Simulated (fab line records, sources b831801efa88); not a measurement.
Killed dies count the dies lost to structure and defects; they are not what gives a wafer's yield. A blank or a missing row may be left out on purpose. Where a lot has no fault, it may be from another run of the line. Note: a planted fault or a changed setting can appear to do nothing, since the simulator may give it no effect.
Struck lot and sound lot, side by side || flow gf180mcu || 14 out of 602 route steps
Sound: wafers L958.3, L958.5, L958.6. The struck wafers were L969.1, L969.5, L969.6. At the end, the cause is stated.
Each step with rows lists, per side, the tool, then ch with its chambers, then its first start. Under that, the readings that differ: sound wafers || struck wafers || difference of the means || sigmas: that difference in standard deviations of wafers without a fault.
alike: same words and numbers on both sides, and readings whose means sit less than 2 such deviations apart. not compared: any withheld reading, any reading some wafer has no value for, any bound like >300 that may hide the same value, and any number with overlapping values for which the record gives no deviation.
Wherever a step has rows on one side only, a row that says differs or no value, or a row with sigmas, the two part there. Numbers that have no deviation but don't overlap get no sigmas and don't part them. A reading missing from all wafers of one side parts the sides only when that side holds two or more wafers.

GF_V3_THK_MEAS_01:
  sound: film-metro-01 at day 24 06:43; struck: film-metro-04 at day 27 08:38
  alike: V3_CVD_00_THK
GF_V3_CVD_02: deposits SiO2 from TEOS, target thk 850 nm, time 94.851 s.
  sound on pecvd-03 ch 0,1, day 24 06:46; struck on pecvd-02 ch 1,2, day 27 08:41
  alike: heater-power-w
GF_V3_THK_MEAS_03:
  sound: film-metro-04 at day 24 06:50; struck: film-metro-01 at day 27 08:46
  alike: V3_CVD_02_THK
GF_V3_CMP_04: polishes SiO2.
  sound on cmp-02 ch 0,1,2, day 24 06:59; struck on cmp-02 ch 0,3, day 27 08:49
  alike: motor-current-A, time-to-endpoint-s
GF_V3_BOW_MEAS_05:
  sound: film-metro-04 at day 24 07:13; struck: film-metro-01 at day 27 09:07
  alike: V3_BOW
then, 7 steps without rows for these wafers: GF_V3_DEHYDRATE_06 (time 60 s); GF_V3_HMDS_07 (prime time 60 s); GF_V3_COAT_08; GF_V3_COAT_09 (resist thk 1000 nm); GF_V3_SOFTBAKE_10 (time 60 s); GF_V3_EXPOSE_11 (exposes mask Via3, target cd 260 nm); GF_V3_PEB_12 (peb time 90 s).
GF_V3_DEVELOP_13: develop time 60 s.
  struck on litho-track-02, day 28 04:29; sound on litho-track-02 ch 0, day 25 04:14
  no value came back on the struck wafers for chill-plate-temp-C (C), develop-time-s (s); on the sound wafers chill-plate-temp-C (C) reads 23.08 23.01 23.20
{"reading": "model.KrF_of_V3_COAT_09.thk-nm (nm)", "sound": "986.3 985.9 983.4", "struck": "1001 1003 1006", "difference": "+18", "sigmas": ""}
GF_V3_CD_MEAS_14 targets a cd of 260 nm.
  sound: cd-sem-02 at day 25 04:22; struck: cd-sem-01 at day 28 04:38
{"reading": "cd-nm (nm)", "sound": "260.2 260.3 260.1", "struck": "- - -", "difference": "no value on the struck wafers", "sigmas": ""}

== WHERE THEY PART ==
First at GF_V3_DEVELOP_13; last, within this record, at GF_V3_CD_MEAS_14.

WHY: what had been put in by the simulator
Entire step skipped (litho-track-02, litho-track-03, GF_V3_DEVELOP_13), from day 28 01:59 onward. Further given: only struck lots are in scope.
